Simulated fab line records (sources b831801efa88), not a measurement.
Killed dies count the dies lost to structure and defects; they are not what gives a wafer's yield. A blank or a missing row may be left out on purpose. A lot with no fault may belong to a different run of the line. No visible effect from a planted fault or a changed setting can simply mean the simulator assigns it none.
Matching of chambers | flow gf180mcu | cmp-02 running GF_V1_CMP_26: 4 sister chambers
The step polishes, stops on SiO2, t overpolish 15 s, target thk 0 nm. 18 wafers are shown with their chamber, then 9 later ones without.

## EACH WAFER AND ITS CHAMBER
wafer  | chamber | motor_current_A (A) | head_pressure_psi (psi) | overpolish_run_s (s)
L074.1 | 1       | 10.7                | 3.502                   | 14.975
L074.2 | 3       | 11.9                | 3.494                   | 14.993
L074.3 | 0       | 9.9                 | 3.499                   | 15.009
L075.1 | 2       | 12.3                | 3.502                   | 15.002
L075.2 | 3       | 11.6                | 3.489                   | 15.002
L075.5 | 2       | 12.4                | 3.501                   | 15.009
L077.3 | 3       | 11.9                | 3.499                   | 15.003
L077.5 | 1       | 10.1                | 3.494                   | 15.018
L077.6 | 2       | 11.7                | 3.505                   | 15.009
L078.3 | 1       | 10.3                | 3.519                   | 14.998
L078.5 | 2       | 12.2                | 3.514                   | 14.990
L078.6 | 1       | 10.5                | 3.493                   | 14.985
L080.1 | 1       | 10.5                | 3.489                   | 15.002
L080.3 | 0       | 10.4                | 3.511                   | 14.993
L080.4 | 3       | 12.4                | 3.503                   | 14.998
L084.2 | 0       | 10.8                | 3.511                   | 15.015
L084.3 | 3       | 12.0                | 3.502                   | 15.028
L084.5 | 3       | 11.7                | 3.506                   | 15.009

SIGNATURES (means of the wafers above)
reading           | chamber 0 | chamber 1 | chamber 2 | chamber 3 | scatter within a chamber
motor_current_A   | 10.367    | 10.420    | 12.150    | 11.917    | 0.304
head_pressure_psi | 3.50700   | 3.49940   | 3.50550   | 3.49883   | 0.00832
overpolish_run_s  | 15.00567  | 14.99560  | 15.00250  | 15.00550  | 0.0129
Rule: distance of a wafer from a chamber = root of the sum over the readings of ((wafer's reading minus chamber's mean) / reading's scatter) squared. If the next closest chamber is less than 2 further off than the closest, the wafer can't be placed; otherwise it belongs to the closest. How the scatter is found: for the shown wafers, subtract from each reading the mean of its chamber, square and add these, divide the total by (wafers less chambers), then take the root.

## WAFERS WHOSE CHAMBER IS MISSING
wafer  | motor_current_A (A) | head_pressure_psi (psi) | overpolish_run_s (s)
L087.1 | 11.8                | 3.504                   | 14.989
L087.2 | 9.7                 | 3.499                   | 15.007
L087.3 | 12.6                | 3.506                   | 15.006
L091.1 | 9.7                 | 3.499                   | 14.998
L091.2 | 11.8                | 3.501                   | 15.002
L091.4 | 10.8                | 3.488                   | 15.007
L092.1 | 12.6                | 3.504                   | 15.001
L092.2 | 10.4                | 3.496                   | 14.987
L092.4 | 11.7                | 3.512                   | 14.997

## THE CHAMBER EACH PASSED THROUGH
wafer  | from the rows above          | in truth
L087.1 | can't be placed: 3 or 2      | 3
L087.2 | can't be placed: 0 or 1      | 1
L087.3 | can't be placed: 2 or 3      | 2
L091.1 | can't be placed: 1 or 0      | 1
L091.2 | can't be placed: 3 or 2      | 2
L091.4 | can't be placed: 1 or 0 or 3 | 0
L092.1 | can't be placed: 2 or 3      | 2
L092.2 | can't be placed: 1 or 0      | 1
L092.4 | can't be placed: 2 or 3      | 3
Correctly placed: 0 of 9. These rows do not allow placing 9 (true chamber among the candidates in 9). 0 placed wrongly.
